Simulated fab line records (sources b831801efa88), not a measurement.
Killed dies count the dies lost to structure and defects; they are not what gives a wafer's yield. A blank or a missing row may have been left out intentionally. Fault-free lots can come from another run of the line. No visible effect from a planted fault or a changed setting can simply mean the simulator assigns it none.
Which tool did it? + flow sky130 + 24 lots, 72 wafers sampled, at 4 steps of a route of 708

== WHAT EACH GAUGE READ, for each wafer ==
SKY_LOCAL_INTERCONNECT_CD_MEAS_11: the cd target is 170 nm. Usual: cd-nm reads 170.3 nm (standard deviation 1.5).
| lot  | measured     | on        | cd-nm (nm)        | flag |
|------|--------------|-----------|-------------------|------|
| L074 | day 30 02:19 | cd-sem-01 | 170.8 169.7 169.7 |      |
| L075 | day 30 17:30 | cd-sem-01 | 170.7 171.7 171.5 |      |
| L076 | day 30 21:35 | cd-sem-02 | 167.6 169.7 168.6 |      |
| L077 | day 31 13:13 | cd-sem-02 | 170.6 171.6 170.6 |      |
| L078 | day 31 18:39 | cd-sem-02 | 170.3 170.0 170.4 |      |
| L080 | day 32 09:07 | cd-sem-02 | 171.7 173.0 170.7 |      |
| L079 | day 32 19:13 | cd-sem-02 | 168.8 170.5 169.2 |      |
| L081 | day 33 00:40 | cd-sem-02 | 170.2 169.1 169.7 |      |
| L082 | day 33 05:44 | cd-sem-02 | 166.8 168.0 168.3 |      |
| L083 | day 33 15:24 | cd-sem-01 | 169.3 168.4 169.6 |      |
| L084 | day 33 20:51 | cd-sem-01 | 171.6 170.8 171.4 |      |
| L085 | day 34 01:01 | cd-sem-02 | 169.3 169.5 168.1 |      |
| L086 | day 34 10:57 | cd-sem-02 | 173.3 171.6 171.1 |      |
| L087 | day 34 16:40 | cd-sem-01 | 168.4 170.4 168.6 |      |
| L088 | day 35 03:29 | cd-sem-01 | 169.9 170.0 171.6 |      |
| L089 | day 35 09:58 | cd-sem-01 | 169.2 170.0 169.3 |      |
| L090 | day 35 15:52 | cd-sem-01 | 171.0 171.6 170.7 |      |
| L091 | day 36 00:32 | cd-sem-01 | 170.9 170.7 171.5 |      |
| L092 | day 36 09:59 | cd-sem-01 | 169.9 170.7 170.0 |      |
| L093 | day 36 14:32 | cd-sem-02 | 172.6 171.9 171.7 |      |
| L094 | day 37 03:50 | cd-sem-02 | 168.9 169.6 168.8 |      |
| L095 | day 37 07:25 | cd-sem-02 | 171.6 172.2 171.0 |      |
| L096 | day 37 09:11 | cd-sem-02 | 173.5 173.2 173.2 |      |
| L097 | day 37 14:25 | cd-sem-02 | 170.3 170.5 169.0 |      |

SKY_METAL2_THK_MEAS_06: measures by xrf. Usual: METAL2_ALCU_THK typically reads 255.7 nm, with standard deviation 2.8.
| lot  | measured     | on            | METAL2_ALCU_THK (nm) | flag |
|------|--------------|---------------|----------------------|------|
| L074 | day 33 19:15 | film-metro-04 | 259.4 257.1 252.8    |      |
| L075 | day 34 08:46 | film-metro-02 | 259.9 259.4 256.7    |      |
| L076 | day 34 12:25 | film-metro-02 | 255.8 256.5 258.0    |      |
| L077 | day 35 03:01 | film-metro-02 | 254.1 260.0 261.8    |      |
| L078 | day 35 08:46 | film-metro-02 | 253.6 249.2 253.1    |      |
| L080 | day 35 23:26 | film-metro-03 | 255.5 255.1 257.8    |      |
| L079 | day 36 09:53 | film-metro-03 | 262.3 258.3 260.8    |      |
| L081 | day 36 14:47 | film-metro-03 | 252.0 253.6 253.0    |      |
| L082 | day 36 20:13 | film-metro-04 | 252.2 251.0 253.4    |      |
| L083 | day 37 04:27 | film-metro-04 | 255.9 259.1 255.8    |      |
| L084 | day 37 10:36 | film-metro-03 | 251.7 253.2 254.9    |      |
| L085 | day 37 15:31 | film-metro-02 | 255.7 257.9 258.6    |      |
| L086 | day 37 22:54 | film-metro-02 | 257.6 254.2 257.2    |      |
| L087 | day 38 04:14 | film-metro-03 | 257.8 252.7 257.3    |      |
| L088 | day 38 16:35 | film-metro-04 | 253.0 256.4 256.6    |      |
| L089 | day 38 23:56 | film-metro-03 | 257.9 259.3 258.3    |      |
| L090 | day 39 06:03 | film-metro-02 | 257.8 255.8 257.2    |      |
| L091 | day 39 13:25 | film-metro-02 | 252.9 252.8 256.5    |      |
| L092 | day 39 20:46 | film-metro-04 | 258.0 257.4 256.4    |      |
| L093 | day 40 01:16 | film-metro-02 | 250.9 253.7 254.3    |      |
| L094 | day 40 15:35 | film-metro-03 | 256.1 257.3 256.7    |      |
| L095 | day 40 17:35 | film-metro-02 | 255.5 256.2 255.0    |      |
| L096 | day 40 19:12 | film-metro-03 | 250.8 256.0 256.0    |      |
| L097 | day 41 00:11 | film-metro-02 | 256.4 255.3 254.9    |      |

== EACH LOT AND THE TOOL THAT RAN IT (in order: tool; ch and the chambers of the sampled wafers; start) ==
| lot  | SKY_CONTACT_CMP_04            | SKY_METAL1_STRIP_20                  |
|------|-------------------------------|--------------------------------------|
| L074 | cmp-01 ch 0,2,3, day 30 03:27 | plasma-asher-04 ch 0,1, day 32 13:03 |
| L075 | cmp-01 ch 2,3, day 30 18:37   | plasma-asher-04 ch 0,1, day 33 03:35 |
| L076 | cmp-01 ch 1,2,3, day 30 22:52 | plasma-asher-04 ch 0,1, day 33 07:06 |
| L077 | cmp-01 ch 0,2,3, day 31 14:28 | plasma-asher-04 ch 0,1, day 33 21:48 |
| L078 | cmp-02 ch 0,1, day 31 19:44   | plasma-asher-02 ch 1, day 34 03:21   |
| L080 | cmp-01 ch 2,3, day 32 10:12   | plasma-asher-02 ch 0,1, day 34 17:45 |
| L079 | cmp-02 ch 1,2,3, day 32 20:21 | plasma-asher-03 ch 0,1, day 35 04:03 |
| L081 | cmp-01 ch 0,1,2, day 33 01:46 | plasma-asher-04 ch 0,1, day 35 09:12 |
| L082 | cmp-01 ch 0,3, day 33 06:51   | plasma-asher-02 ch 0,1, day 35 14:24 |
| L083 | cmp-02 ch 0,3, day 33 16:29   | plasma-asher-04 ch 0,1, day 35 23:23 |
| L084 | cmp-02 ch 0,1,3, day 33 21:56 | plasma-asher-04 ch 0,1, day 36 05:35 |
| L085 | cmp-01 ch 1,2,3, day 34 02:06 | plasma-asher-03 ch 0,1, day 36 10:41 |
| L086 | cmp-01 ch 2,3, day 34 12:08   | plasma-asher-02 ch 0,1, day 36 18:26 |
| L087 | cmp-02 ch 0,1,3, day 34 17:48 | plasma-asher-03 ch 1, day 36 23:27   |
| L088 | cmp-01 ch 0,1,2, day 35 04:35 | plasma-asher-02 ch 0,1, day 37 11:00 |
| L089 | cmp-01 ch 0,2,3, day 35 11:07 | plasma-asher-03 ch 0,1, day 37 18:59 |
| L090 | cmp-01 ch 1,2, day 35 17:00   | plasma-asher-03 ch 0,1, day 37 22:33 |
| L091 | cmp-02 ch 0,2, day 36 01:47   | plasma-asher-02 ch 0,1, day 38 08:32 |
| L092 | cmp-02 ch 1,2, day 36 11:24   | plasma-asher-02 ch 1, day 38 17:21   |
| L093 | cmp-02 ch 0,1,3, day 36 15:57 | plasma-asher-02 ch 0, day 38 22:09   |
| L094 | cmp-02 ch 0,3, day 37 04:54   | plasma-asher-04 ch 0, day 39 11:15   |
| L095 | cmp-01 ch 0,2,3, day 37 08:54 | plasma-asher-03 ch 0,1, day 39 13:56 |
| L096 | cmp-01 ch 0,1,3, day 37 10:28 | plasma-asher-04 ch 0,1, day 39 15:54 |
| L097 | cmp-02 ch 0,1,2, day 37 15:32 | plasma-asher-04 ch 1, day 39 21:00   |
- SKY_CONTACT_CMP_04: polishes SiO2.
- SKY_METAL1_STRIP_20: strips in O2/N2.

== AS READ BY THE TOOLS THEMSELVES (means over the sampled wafers that have a number; for cases with no such wafer, the mark the record gives instead) ==
SKY_CONTACT_CMP_04. Usual: motor-current-A 11.7 A, standard deviation 1.3; time-to-endpoint-s 82 s, standard deviation 3.7.
| lot  | tool   | motor-current-A (A) | time-to-endpoint-s (s) | flag |
|------|--------|---------------------|------------------------|------|
| L074 | cmp-01 | 11.6                | 81                     |      |
| L075 | cmp-01 | 12.7                | 80                     |      |
| L076 | cmp-01 | 12.3                | 83                     |      |
| L077 | cmp-01 | 11.8                | 86                     |      |
| L078 | cmp-02 | 11.2                | 82                     |      |
| L080 | cmp-01 | 12.6                | 83                     |      |
| L079 | cmp-02 | 11.0                | 86                     |      |
| L081 | cmp-01 | 11.9                | 80                     |      |
| L082 | cmp-01 | 11.6                | 78                     |      |
| L083 | cmp-02 | 11.2                | 85                     |      |
| L084 | cmp-02 | 11.5                | 79                     |      |
| L085 | cmp-01 | 12.4                | 80                     |      |
| L086 | cmp-01 | 12.7                | 75                     |      |
| L087 | cmp-02 | 11.4                | 82                     |      |
| L088 | cmp-01 | 11.6                | 81                     |      |
| L089 | cmp-01 | 11.6                | 84                     |      |
| L090 | cmp-01 | 12.6                | 83                     |      |
| L091 | cmp-02 | 10.9                | 88                     |      |
| L092 | cmp-02 | 10.8                | 84                     |      |
| L093 | cmp-02 | 11.1                | 88                     |      |
| L094 | cmp-02 | 11.3                | 86                     |      |
| L095 | cmp-01 | 11.5                | 79                     |      |
| L096 | cmp-01 | 12.6                | 83                     |      |
| L097 | cmp-02 | 10.8                | 84                     |      |

SKY_METAL1_STRIP_20. Usual: drypump-motor-current-A 5.9 A, standard deviation 0.54; oes-product-au 0.345 a.u., standard deviation 0.0052; strip-time-to-endpoint-s 2.74 s, standard deviation 0.045.
| lot  | tool            | drypump-motor-current-A (A) | oes-product-au (a.u.) | strip-time-to-endpoint-s (s) | flag |
|------|-----------------|-----------------------------|-----------------------|------------------------------|------|
| L074 | plasma-asher-04 | 5.4                         | 0.345                 | 2.69                         |      |
| L075 | plasma-asher-04 | 5.9                         | 0.348                 | 2.76                         |      |
| L076 | plasma-asher-04 | 5.9                         | 0.344                 | 2.70                         |      |
| L077 | plasma-asher-04 | 5.4                         | 0.342                 | 2.79                         |      |
| L078 | plasma-asher-02 | 6.5                         | 0.346                 | 2.73                         |      |
| L080 | plasma-asher-02 | 6.0                         | 0.345                 | 2.75                         |      |
| L079 | plasma-asher-03 | 6.0                         | 0.343                 | 2.76                         |      |
| L081 | plasma-asher-04 | 5.9                         | 0.344                 | 2.77                         |      |
| L082 | plasma-asher-02 | 6.0                         | 0.344                 | 2.78                         |      |
| L083 | plasma-asher-04 | 5.9                         | 0.344                 | 2.72                         |      |
| L084 | plasma-asher-04 | 5.4                         | 0.348                 | 2.73                         |      |
| L085 | plasma-asher-03 | 6.0                         | 0.339                 | 2.71                         |      |
| L086 | plasma-asher-02 | 6.2                         | 0.348                 | 2.76                         |      |
| L087 | plasma-asher-03 | 6.0                         | 0.349                 | 2.78                         |      |
| L088 | plasma-asher-02 | 6.0                         | 0.350                 | 2.77                         |      |
| L089 | plasma-asher-03 | 6.0                         | 0.339                 | 2.65                         |      |
| L090 | plasma-asher-03 | 6.0                         | 0.349                 | 2.76                         |      |
| L091 | plasma-asher-02 | 6.0                         | 0.343                 | 2.65                         |      |
| L092 | plasma-asher-02 | 6.5                         | 0.344                 | 2.71                         |      |
| L093 | plasma-asher-02 | 5.8                         | 0.342                 | 2.76                         |      |
| L094 | plasma-asher-04 | 6.3                         | 0.344                 | 2.77                         |      |
| L095 | plasma-asher-03 | 6.0                         | 0.345                 | 2.72                         |      |
| L096 | plasma-asher-04 | 5.4                         | 0.344                 | 2.73                         |      |
| L097 | plasma-asher-04 | 4.9                         | 0.346                 | 2.74                         |      |

== THE ANSWER, worked out from the rows above alone ==
Rule: lot off if the mean of its wafers having a number is beyond 3 standard deviations from the usual mean. Also off: a lot with no number at a reading for which 4 or more lots have one. All remaining lots with rows at the step are treated as sound. First the gauges in route order, then the tools' own readings, where a lot's mean is used as printed above. The first step at which some lot is off is used, and at that step the reading that is off furthest; a lot without a number counts as furthest.
No lot is off on any of the readings shown, so nothing can be concluded from this.

== WHAT THE SIMULATOR HAD PUT IN ==
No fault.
